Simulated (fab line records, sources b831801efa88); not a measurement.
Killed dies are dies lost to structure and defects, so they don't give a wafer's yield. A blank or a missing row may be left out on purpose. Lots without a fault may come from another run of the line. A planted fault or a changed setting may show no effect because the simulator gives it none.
Split-lot experiment | flow sky130 | 5 lots, 23 wafers read, on a route of 708 steps

THE SPLIT
At SKY_POLY_GATE_OXIDATION_20 (stabilise 600 s, purge 300 s, target thk 4 nm), the setting temp_c was moved away from the recipe's 850 C on 10 of the 23 wafers read, by -2.1% to +2.9%. The other wafers ran this setting at the recipe's value.

The file shows no step between the split and the reading.

THE READING
POLY_GATE_OXIDATION_THK, in nm, at SKY_POLY_GATE_THK_MEAS_21. Fault-free wafers of this fab line usually give 4.01 nm, standard deviation 0.066 nm.

wafer  | tool, chamber at the split | temp_c as run, C | against the recipe | POLY_GATE_OXIDATION_THK, nm | against lot-mates on the recipe
L074.1 | -, -                       | 874.5            | +2.9%              | 5.34                        | no lot-mate on the recipe
L074.3 | -, -                       | 874.5            | +2.9%              | 5.41                        | no lot-mate on the recipe
L074.4 | -, -                       | 874.5            | +2.9%              | 5.46                        | no lot-mate on the recipe
L074.5 | -, -                       | 874.5            | +2.9%              | 5.30                        | no lot-mate on the recipe
L074.6 | -, -                       | 874.5            | +2.9%              | 5.40                        | no lot-mate on the recipe
L076.2 | furnace-01, 0              | 850              | recipe             | 3.90                        | -
L076.4 | furnace-01, 0              | 850              | recipe             | 3.94                        | -
L076.6 | furnace-01, 0              | 850              | recipe             | 3.89                        | -
L077.1 | -, -                       | 850              | recipe             | 3.95                        | -
L077.2 | -, -                       | 850              | recipe             | 3.95                        | -
L077.3 | -, -                       | 850              | recipe             | 3.96                        | -
L077.4 | -, -                       | 850              | recipe             | 4.02                        | -
L077.6 | -, -                       | 850              | recipe             | 3.94                        | -
L079.1 | -, -                       | 850              | recipe             | 4.06                        | -
L079.2 | -, -                       | 850              | recipe             | 4.05                        | -
L079.3 | -, -                       | 850              | recipe             | 3.99                        | -
L079.4 | -, -                       | 850              | recipe             | 4.05                        | -
L079.5 | -, -                       | 850              | recipe             | 4.07                        | -
L084.2 | -, -                       | 832.1            | -2.1%              | 3.24                        | no lot-mate on the recipe
L084.3 | -, -                       | 832.1            | -2.1%              | 3.16                        | no lot-mate on the recipe
L084.4 | -, -                       | 832.1            | -2.1%              | 3.20                        | no lot-mate on the recipe
L084.5 | -, -                       | 832.1            | -2.1%              | 3.13                        | no lot-mate on the recipe
L084.6 | -, -                       | 832.1            | -2.1%              | 3.24                        | no lot-mate on the recipe

THE FIT
A straight line over all 23 wafers: POLY_GATE_OXIDATION_THK changes by +0.443 nm for each +1% of temp_c; r = +0.99; the points scatter about the line by 0.091 nm.
Too few moved wafers have a lot-mate on the recipe to fit a line with each lot's own level taken away.

THE WHOLE CHAIN: every reading that the file lists as answering this split, in the file's order
step                       | what it does                                  | reading                                                                                | change (the file's fit)               | r (the file's)
SKY_POLY_GATE_OXIDATION_20 | stabilise 600 s, purge 300 s, target thk 4 nm | SiO2_of_POLY_GATE_OXIDATION_20.thk_nm (the simulator's own value, which no gauge read) | +0.442 nm for each +1% of the setting | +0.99
SKY_POLY_GATE_THK_MEAS_21  |                                               | POLY_GATE_OXIDATION_THK                                                                | +0.443 for each +1% of the setting    | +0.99

THE FILE'S OWN FIT
POLY_GATE_OXIDATION_THK changes by +0.443 nm for each +1% of temp_c, r = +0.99.
